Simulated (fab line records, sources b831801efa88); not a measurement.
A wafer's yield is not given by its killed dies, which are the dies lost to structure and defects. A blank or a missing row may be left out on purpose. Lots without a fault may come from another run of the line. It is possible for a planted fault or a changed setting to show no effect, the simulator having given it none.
Which of the tools did it? || flow gf180mcu || Sampling: 11 lots, 33 wafers, 6 of 602 route steps

WHAT EACH GAUGE READ, for each wafer
GF_CONTACT_OVL_MEAS_15.
{"lot": "L117", "measured": "day 15 23:13", "on": "overlay-02", "CONTACT_OVL (nm)": "5 0 6"}
{"lot": "L119", "measured": "day 16 13:19", "on": "overlay-02", "CONTACT_OVL (nm)": "-2 0 -5"}
{"lot": "L120", "measured": "day 17 04:46", "on": "overlay-02", "CONTACT_OVL (nm)": "-8 2 -2"}
{"lot": "L122", "measured": "day 17 19:31", "on": "overlay-01", "CONTACT_OVL (nm)": "-3 -10 -12"}
{"lot": "L123", "measured": "day 18 07:10", "on": "overlay-02", "CONTACT_OVL (nm)": "7 3 11"}
{"lot": "L125", "measured": "day 19 04:01", "on": "overlay-02", "CONTACT_OVL (nm)": "-5 3 2"}
{"lot": "L131", "measured": "day 21 09:50", "on": "overlay-01", "CONTACT_OVL (nm)": "3 4 9"}
{"lot": "L132", "measured": "day 21 13:22", "on": "overlay-02", "CONTACT_OVL (nm)": "5 3 -3"}
{"lot": "L136", "measured": "day 22 21:50", "on": "overlay-02", "CONTACT_OVL (nm)": "4 7 1"}
{"lot": "L137", "measured": "day 23 04:17", "on": "overlay-02", "CONTACT_OVL (nm)": "-7 4 1"}
{"lot": "L140", "measured": "day 24 05:19", "on": "overlay-01", "CONTACT_OVL (nm)": "2 5 -2"}

GF_M1_RS_MEAS_05: measurement is done with a four-point probe.
{"lot": "L117", "measured": "day 16 00:37", "on": "film metro-02", "M1_ALCU_RS (ohm/sq)": "0.0718 0.0705 0.0716"}
{"lot": "L119", "measured": "day 16 14:52", "on": "film metro-02", "M1_ALCU_RS (ohm/sq)": "0.0688 0.0703 0.0708"}
{"lot": "L120", "measured": "day 17 06:11", "on": "film metro-03", "M1_ALCU_RS (ohm/sq)": "0.0695 0.0702 0.0692"}
{"lot": "L122", "measured": "day 17 20:55", "on": "film metro-02", "M1_ALCU_RS (ohm/sq)": "7.1185 7.1570 7.1225"}
{"lot": "L123", "measured": "day 18 08:35", "on": "film metro-02", "M1_ALCU_RS (ohm/sq)": "7.1751 7.1127 7.1216"}
{"lot": "L125", "measured": "day 19 05:25", "on": "film metro-03", "M1_ALCU_RS (ohm/sq)": "0.0714 0.0707 0.0706"}
{"lot": "L131", "measured": "day 21 11:22", "on": "film metro-03", "M1_ALCU_RS (ohm/sq)": "0.0694 0.0691 0.0684"}
{"lot": "L132", "measured": "day 21 14:47", "on": "film metro-03", "M1_ALCU_RS (ohm/sq)": "0.0693 0.0692 0.0708"}
{"lot": "L136", "measured": "day 22 23:33", "on": "film metro-01", "M1_ALCU_RS (ohm/sq)": "0.0705 0.0703 0.0703"}
{"lot": "L137", "measured": "day 23 05:43", "on": "film metro-02", "M1_ALCU_RS (ohm/sq)": "0.0704 0.0698 0.0703"}
{"lot": "L140", "measured": "day 24 06:43", "on": "film metro-02", "M1_ALCU_RS (ohm/sq)": "0.0712 0.0708 0.0712"}

GF_M1_THK_MEAS_06: measures by xrf.
{"lot": "L117", "measured": "day 16 00:44", "on": "film metro-02", "M1_ALCU_THK (nm)": "426 436 427"}
{"lot": "L119", "measured": "day 16 14:59", "on": "film metro-02", "M1_ALCU_THK (nm)": "445 436 434"}
{"lot": "L120", "measured": "day 17 06:18", "on": "film metro-03", "M1_ALCU_THK (nm)": "444 438 443"}
{"lot": "L122", "measured": "day 17 21:02", "on": "film metro-02", "M1_ALCU_THK (nm)": "<0 <0 <0"}
{"lot": "L123", "measured": "day 18 08:42", "on": "film metro-02", "M1_ALCU_THK (nm)": "<0 <0 <0"}
{"lot": "L125", "measured": "day 19 05:32", "on": "film metro-03", "M1_ALCU_THK (nm)": "432 440 440"}
{"lot": "L131", "measured": "day 21 11:28", "on": "film metro-03", "M1_ALCU_THK (nm)": "445 447 448"}
{"lot": "L132", "measured": "day 21 14:55", "on": "film metro-03", "M1_ALCU_THK (nm)": "447 448 439"}
{"lot": "L136", "measured": "day 22 23:40", "on": "film metro-01", "M1_ALCU_THK (nm)": "441 443 443"}
{"lot": "L137", "measured": "day 23 05:49", "on": "film metro-02", "M1_ALCU_THK (nm)": "435 441 436"}
{"lot": "L140", "measured": "day 24 06:50", "on": "film metro-02", "M1_ALCU_THK (nm)": "433 433 430"}

WHAT TOOL EACH LOT RAN ON (gives the tool, then ch and the chambers of the sampled wafers, and finally the start)
{"lot": "L117", "GF_CONTACT_STRIP_18": "plasma asher-01 ch 0,1, day 15 23:25", "GF_CONTACT_SPUTTER_23": "pvd sputter-02, day 15 23:47", "GF_M1_SPUTTER_02": "pvd sputter-03, day 16 00:32"}
{"lot": "L119", "GF_CONTACT_STRIP_18": "plasma asher-02 ch 0,1, day 16 13:31", "GF_CONTACT_SPUTTER_23": "pvd sputter-03, day 16 13:53", "GF_M1_SPUTTER_02": "pvd sputter-01, day 16 14:46"}
{"lot": "L120", "GF_CONTACT_STRIP_18": "plasma asher-04 ch 0, day 17 04:58", "GF_CONTACT_SPUTTER_23": "pvd sputter-02, day 17 05:20", "GF_M1_SPUTTER_02": "pvd sputter-01, day 17 06:05"}
{"lot": "L122", "GF_CONTACT_STRIP_18": "plasma asher-02 ch 0,1, day 17 19:43", "GF_CONTACT_SPUTTER_23": "pvd sputter-02, day 17 20:05", "GF_M1_SPUTTER_02": "pvd sputter-01, day 17 20:50"}
{"lot": "L123", "GF_CONTACT_STRIP_18": "plasma asher-04 ch 0, day 18 07:22", "GF_CONTACT_SPUTTER_23": "pvd sputter-04, day 18 07:44", "GF_M1_SPUTTER_02": "pvd sputter-01, day 18 08:29"}
{"lot": "L125", "GF_CONTACT_STRIP_18": "plasma asher-04 ch 0,1, day 19 04:13", "GF_CONTACT_SPUTTER_23": "pvd sputter-03, day 19 04:34", "GF_M1_SPUTTER_02": "pvd sputter-03, day 19 05:19"}
{"lot": "L131", "GF_CONTACT_STRIP_18": "plasma asher-01 ch 0,1, day 21 10:03", "GF_CONTACT_SPUTTER_23": "pvd sputter-02, day 21 10:23", "GF_M1_SPUTTER_02": "pvd sputter-01, day 21 11:14"}
{"lot": "L132", "GF_CONTACT_STRIP_18": "plasma asher-02 ch 0,1, day 21 13:34", "GF_CONTACT_SPUTTER_23": "pvd sputter-04, day 21 13:57", "GF_M1_SPUTTER_02": "pvd sputter-03, day 21 14:42"}
{"lot": "L136", "GF_CONTACT_STRIP_18": "plasma asher-01 ch 0,1, day 22 22:01", "GF_CONTACT_SPUTTER_23": "pvd sputter-02, day 22 22:23", "GF_M1_SPUTTER_02": "pvd sputter-04, day 22 23:23"}
{"lot": "L137", "GF_CONTACT_STRIP_18": "plasma asher-01 ch 0,1, day 23 04:30", "GF_CONTACT_SPUTTER_23": "pvd sputter-02, day 23 04:50", "GF_M1_SPUTTER_02": "pvd sputter-01, day 23 05:35"}
{"lot": "L140", "GF_CONTACT_STRIP_18": "plasma asher-02 ch 0,1, day 24 05:31", "GF_CONTACT_SPUTTER_23": "pvd sputter-04, day 24 05:53", "GF_M1_SPUTTER_02": "pvd sputter-04, day 24 06:38"}
- GF_CONTACT_STRIP_18: strips in O2/N2.
- GF_CONTACT_SPUTTER_23: material TiN, target thk 10 nm, time 40 s.
- GF_M1_SPUTTER_02: material AlCu, target thk 450 nm, time 23.9 s.

WHAT THE TOOLS THEMSELVES READ (means of the sampled wafers that have a number; where no wafer has one, the mark that the record gives instead)
GF_CONTACT_STRIP_18.
{"lot": "L117", "tool": "plasma asher-01", "drypump motor current A (A)": 5.6, "heater power w (W)": 341, "o2 flow sccm (sccm)": 2994, "oes product au (a.u.)": 0.579}
{"lot": "L119", "tool": "plasma asher-02", "drypump motor current A (A)": 6.1, "heater power w (W)": 307, "o2 flow sccm (sccm)": 2997, "oes product au (a.u.)": 0.573}
{"lot": "L120", "tool": "plasma asher-04", "drypump motor current A (A)": 5.8, "heater power w (W)": 363, "o2 flow sccm (sccm)": 3004, "oes product au (a.u.)": 0.582}
{"lot": "L122", "tool": "plasma asher-02", "drypump motor current A (A)": 5.9, "heater power w (W)": 321, "o2 flow sccm (sccm)": 3008, "oes product au (a.u.)": 0.576}
{"lot": "L123", "tool": "plasma asher-04", "drypump motor current A (A)": 5.8, "heater power w (W)": 366, "o2 flow sccm (sccm)": 2995, "oes product au (a.u.)": 0.580}
{"lot": "L125", "tool": "plasma asher-04", "drypump motor current A (A)": 5.1, "heater power w (W)": 339, "o2 flow sccm (sccm)": 2995, "oes product au (a.u.)": 0.582}
{"lot": "L131", "tool": "plasma asher-01", "drypump motor current A (A)": 5.8, "heater power w (W)": 350, "o2 flow sccm (sccm)": 3006, "oes product au (a.u.)": 0.576}
{"lot": "L132", "tool": "plasma asher-02", "drypump motor current A (A)": 6.1, "heater power w (W)": 311, "o2 flow sccm (sccm)": 3007, "oes product au (a.u.)": 0.585}
{"lot": "L136", "tool": "plasma asher-01", "drypump motor current A (A)": 5.8, "heater power w (W)": 348, "o2 flow sccm (sccm)": 3002, "oes product au (a.u.)": 0.577}
{"lot": "L137", "tool": "plasma asher-01", "drypump motor current A (A)": 5.8, "heater power w (W)": 345, "o2 flow sccm (sccm)": 2994, "oes product au (a.u.)": 0.580}
{"lot": "L140", "tool": "plasma asher-02", "drypump motor current A (A)": 6.1, "heater power w (W)": 307, "o2 flow sccm (sccm)": 3002, "oes product au (a.u.)": 0.582}

GF_CONTACT_SPUTTER_23.
{"lot": "L117", "tool": "pvd sputter-02", "cathode dc power W (W)": 4000.0, "chamber pressure pa (Pa)": 4.990, "throttle valve pct (%)": 30.4}
{"lot": "L119", "tool": "pvd sputter-03", "cathode dc power W (W)": 3999.8, "chamber pressure pa (Pa)": 5.015, "throttle valve pct (%)": 29.9}
{"lot": "L120", "tool": "pvd sputter-02", "cathode dc power W (W)": 4000.5, "chamber pressure pa (Pa)": 5.000, "throttle valve pct (%)": 28.4}
{"lot": "L122", "tool": "pvd sputter-02", "cathode dc power W (W)": 4000.7, "chamber pressure pa (Pa)": 5.007, "throttle valve pct (%)": 29.0}
{"lot": "L123", "tool": "pvd sputter-04", "cathode dc power W (W)": 3999.4, "chamber pressure pa (Pa)": 4.994, "throttle valve pct (%)": 30.5}
{"lot": "L125", "tool": "pvd sputter-03", "cathode dc power W (W)": 4000.4, "chamber pressure pa (Pa)": 4.995, "throttle valve pct (%)": 29.9}
{"lot": "L131", "tool": "pvd sputter-02", "cathode dc power W (W)": 3999.8, "chamber pressure pa (Pa)": 4.998, "throttle valve pct (%)": 28.1}
{"lot": "L132", "tool": "pvd sputter-04", "cathode dc power W (W)": 4000.2, "chamber pressure pa (Pa)": 5.006, "throttle valve pct (%)": 30.0}
{"lot": "L136", "tool": "pvd sputter-02", "cathode dc power W (W)": 4000.1, "chamber pressure pa (Pa)": 5.000, "throttle valve pct (%)": 29.0}
{"lot": "L137", "tool": "pvd sputter-02", "cathode dc power W (W)": 3999.8, "chamber pressure pa (Pa)": 4.995, "throttle valve pct (%)": 28.9}
{"lot": "L140", "tool": "pvd sputter-04", "cathode dc power W (W)": 4000.5, "chamber pressure pa (Pa)": 5.002, "throttle valve pct (%)": 29.4}

GF_M1_SPUTTER_02.
{"lot": "L117", "tool": "pvd sputter-03", "cathode dc power W (W)": 10600, "chamber pressure pa (Pa)": 0.3997, "throttle valve pct (%)": 31.4}
{"lot": "L119", "tool": "pvd sputter-01", "cathode dc power W (W)": 10601, "chamber pressure pa (Pa)": 0.3991, "throttle valve pct (%)": 29.8}
{"lot": "L120", "tool": "pvd sputter-01", "cathode dc power W (W)": 10599, "chamber pressure pa (Pa)": 0.3997, "throttle valve pct (%)": 29.9}
{"lot": "L122", "tool": "pvd sputter-01", "cathode dc power W (W)": "-", "chamber pressure pa (Pa)": "-", "throttle valve pct (%)": "-"}
{"lot": "L123", "tool": "pvd sputter-01", "cathode dc power W (W)": "-", "chamber pressure pa (Pa)": "-", "throttle valve pct (%)": "-"}
{"lot": "L125", "tool": "pvd sputter-03", "cathode dc power W (W)": 10600, "chamber pressure pa (Pa)": 0.4003, "throttle valve pct (%)": 30.6}
{"lot": "L131", "tool": "pvd sputter-01", "cathode dc power W (W)": 10599, "chamber pressure pa (Pa)": 0.3994, "throttle valve pct (%)": 30.1}
{"lot": "L132", "tool": "pvd sputter-03", "cathode dc power W (W)": 10598, "chamber pressure pa (Pa)": 0.3996, "throttle valve pct (%)": 30.6}
{"lot": "L136", "tool": "pvd sputter-04", "cathode dc power W (W)": 10601, "chamber pressure pa (Pa)": 0.3996, "throttle valve pct (%)": 30.4}
{"lot": "L137", "tool": "pvd sputter-01", "cathode dc power W (W)": 10599, "chamber pressure pa (Pa)": 0.4004, "throttle valve pct (%)": 30.1}
{"lot": "L140", "tool": "pvd sputter-04", "cathode dc power W (W)": 10600, "chamber pressure pa (Pa)": 0.4004, "throttle valve pct (%)": 30.4}

THE ANSWER, worked out from the rows above alone
Rule: usual is defined by the lots themselves. Put in order of their means at a reading, lots are off if they are a third of the lots or fewer, leave a main group of 4 or more, and stand apart from it by a gap of 3 or more times the standard deviation of the main group's means; of several such gaps the widest counts. The tables above print the reading to a certain number of digits; a main group whose means all agree to those digits is not used. Also off: a lot with no number at a reading for which 4 or more lots have one. All remaining lots with rows at the step are treated as sound. Order of review: gauges by route order, followed by the tools' own readings, for which a lot's mean as printed above is used. At the first step where some lot is off, the reading lying furthest off is the one used; lots without a number count as furthest.
Off: L122, L123, seen at GF_M1_RS_MEAS_05 (M1_ALCU_RS). Mean 0.0702 ohm/sq and standard deviation 0.00071 in the main group.
A tool fits if, at a process step before that reading, it ran every lot that is off, and no sound lot after the first of them. Not tried: the gauges at GF_M1_RS_MEAS_05; whatever is off there is also off at GF_M1_SPUTTER_02, on other tools, and gauge error can't account for it. No candidate that was tried fits.

WHAT WAS PUT IN BY THE SIMULATOR
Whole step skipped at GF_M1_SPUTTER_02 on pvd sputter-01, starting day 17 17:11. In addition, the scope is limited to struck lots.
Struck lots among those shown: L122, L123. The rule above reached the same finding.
